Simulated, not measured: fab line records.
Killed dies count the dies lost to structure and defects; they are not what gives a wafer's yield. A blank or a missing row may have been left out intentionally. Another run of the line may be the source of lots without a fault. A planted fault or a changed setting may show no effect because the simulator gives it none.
A struck lot beside a sound one || flow sky130 || 24 steps out of a route of 708
Sound: these wafers, L583.4, L583.5, L583.6. Wafers struck: L587.3, L587.4, L587.6. The cause is given at the end.
For every step that has rows: the tool of each side, followed by ch and its chambers, followed by its first start. Under that, the readings that differ: sound wafers || struck wafers || difference of the means || sigmas: that difference in standard deviations of wafers without a fault.
alike: a reading whose means differ by less than 2 such deviations, as well as words and numbers matching on both sides. not compared: withheld readings; readings where some wafer has no value; bounds like >300 that might hide an equal value; numbers whose values overlap and for which the record gives no deviation.
Wherever a step has rows on one side only, a row that says differs or no value, or a row with sigmas, the two part there. When numbers do not overlap yet have no deviation, they are printed without sigmas and do not part them. Lack of a reading on every wafer of one side parts them only where that side has two or more wafers.

first, 2 steps without rows for these wafers: SKY_POLY_GATE_CLEAN_19 (cleans in SC1/SC2, time 150 s); SKY_POLY_GATE_OXIDATION_20 (stabilise 600 s, purge 300 s, target thk 4 nm).
SKY_POLY_GATE_THK_MEAS_21:
  sound on film_metro-02 at day 18 01:39; struck on film_metro-01 at day 19 22:12
  alike: POLY_GATE_OXIDATION_THK
SKY_POLY_GATE_CD_MEAS_22:
  sound on cd_sem-01 at day 18 01:46; struck on cd_sem-02 at day 19 22:18
  alike: cd_nm
then, 7 steps without rows for these wafers: SKY_LDD_N_DEHYDRATE_00 (time 60 s); SKY_LDD_N_HMDS_01 (prime time 60 s); SKY_LDD_N_COAT_02 (resist thk 300 nm); SKY_LDD_N_SOFTBAKE_03 (time 60 s); SKY_LDD_N_EXPOSE_04 (exposes mask NTM, target cd 840 nm); SKY_LDD_N_PEB_05; SKY_LDD_N_DEVELOP_06 (develop time 60 s).
SKY_LDD_N_OVL_MEAS_07:
  sound on overlay-02 at day 19 07:41; struck on overlay-02 at day 21 04:04
  alike: LDD_N_OVL
SKY_LDD_N_IMPLANT_08:
  sound on implanter-03 ch 0, day 19 07:46; struck on implanter-01 ch 0, day 21 04:09
{"reading": "implant_ion_amu", "sound": "75 75 75", "struck": "31 31 31", "difference": -44, "sigmas": ""}
{"reading": "model.implant.rp_nm (nm)", "sound": "15.46 15.46 15.46", "struck": "27.61 27.61 27.61", "difference": "+12.15", "sigmas": ""}
{"reading": "model.implant.drp_nm (nm)", "sound": "7.212 7.212 7.212", "struck": "12.97 12.97 12.97", "difference": "+5.76", "sigmas": ""}
  alike: dose_ions_cm2, faraday_current_uA
then, 7 steps without rows for these wafers: SKY_LDD_N_IMPLANT_09; SKY_LDD_N_IMPLANT_10; SKY_LDD_N_IMPLANT_11; SKY_LDD_N_IMPLANT_12; SKY_LDD_N_IMPLANT_13; SKY_LDD_N_IMPLANT_14; SKY_LDD_N_IMPLANT_15.
SKY_LDD_N_STRIP_16: strips in O2/N2.
  sound on plasma_asher-04 ch 0,1, day 19 08:56; struck on plasma_asher-02 ch 0,1, day 21 05:20
{"reading": "strip_time_to_endpoint_s (s)", "sound": "4.312 4.327 4.323", "struck": "4.222 4.217 4.234", "difference": -0.096, "sigmas": -6}
  alike: drypump_motor_current_A, oes_product_au
  not compared: rf_hours_counter_h
SKY_LDD_N_TW_MEAS_17:
  sound on film_metro-01 at day 19 09:02; struck on film_metro-04 at day 21 05:25
  alike: LDD_N_TW
then, 1 step without rows for these wafers: SKY_LDD_P_DEHYDRATE_00 (time 60 s).
-- record jumps: 26 days separate the struck wafers' starts on either side; left off in module LDD_P, taken up again in module PAD_OPEN, whose first shown step is the route's number 708 --
SKY_PAD_OPEN_PROBE_99:
  sound on prober-01 at day 46 15:37; struck on prober-01 at day 47 17:17
{"reading": "model.etest.tip_n.rs_ohm_sq", "sound": "451 447.1 451.2", "struck": "380.9 380.1 378.7", "difference": -69.9, "sigmas": ""}
{"reading": "model.etest.nfet_01v8_turned.drive_ua_um", "sound": "504 510.6 496.9", "struck": "588.5 576.5 571.8", "difference": "+75.1", "sigmas": ""}
{"reading": "model.etest.nfet_01v8_lvt.drive_ua_um", "sound": "576.5 581.2 564.6", "struck": "649.6 647.6 637.2", "difference": "+70.7", "sigmas": ""}
{"reading": "model.etest.nfet_01v8_swapped.drive_ua_um", "sound": "503.6 510 495.5", "struck": "571.4 568.9 556.5", "difference": "+62.6", "sigmas": ""}
{"reading": "model.etest.sram_nfet_pass.drive_ua_um", "sound": "483.2 488 462.8", "struck": "565.7 564.7 565", "difference": "+87.1", "sigmas": ""}
{"reading": "model.etest.nfet_01v8.drive_ua_um", "sound": "505.3 504.6 496.4", "struck": "573.1 564.8 555.4", "difference": "+62.3", "sigmas": ""}
{"reading": "model.etest.nfet_01v8.r_on_ohm_um", "sound": "845.7 832.4 850.5", "struck": "764.3 776.1 784.7", "difference": -67.8, "sigmas": ""}
{"reading": "model.etest.res_ndiff.rs_ohm_sq", "sound": "118.2 118.6 119.4", "struck": "115 114.5 114.1", "difference": -4, "sigmas": ""}
  alike: killed_at_M0_to_M3, killed_at_M4_up, killed_at_contacts, killed_at_front_end, killed_at_other, killed_dies, killed_open, killed_short

WHERE THEY PART
At SKY_LDD_N_STRIP_16 and nowhere else, as far as this record goes. Later steps at which nothing parts them and some readings are alike: SKY_LDD_N_TW_MEAS_17, SKY_PAD_OPEN_PROBE_99.

WHY: what the simulator had put in
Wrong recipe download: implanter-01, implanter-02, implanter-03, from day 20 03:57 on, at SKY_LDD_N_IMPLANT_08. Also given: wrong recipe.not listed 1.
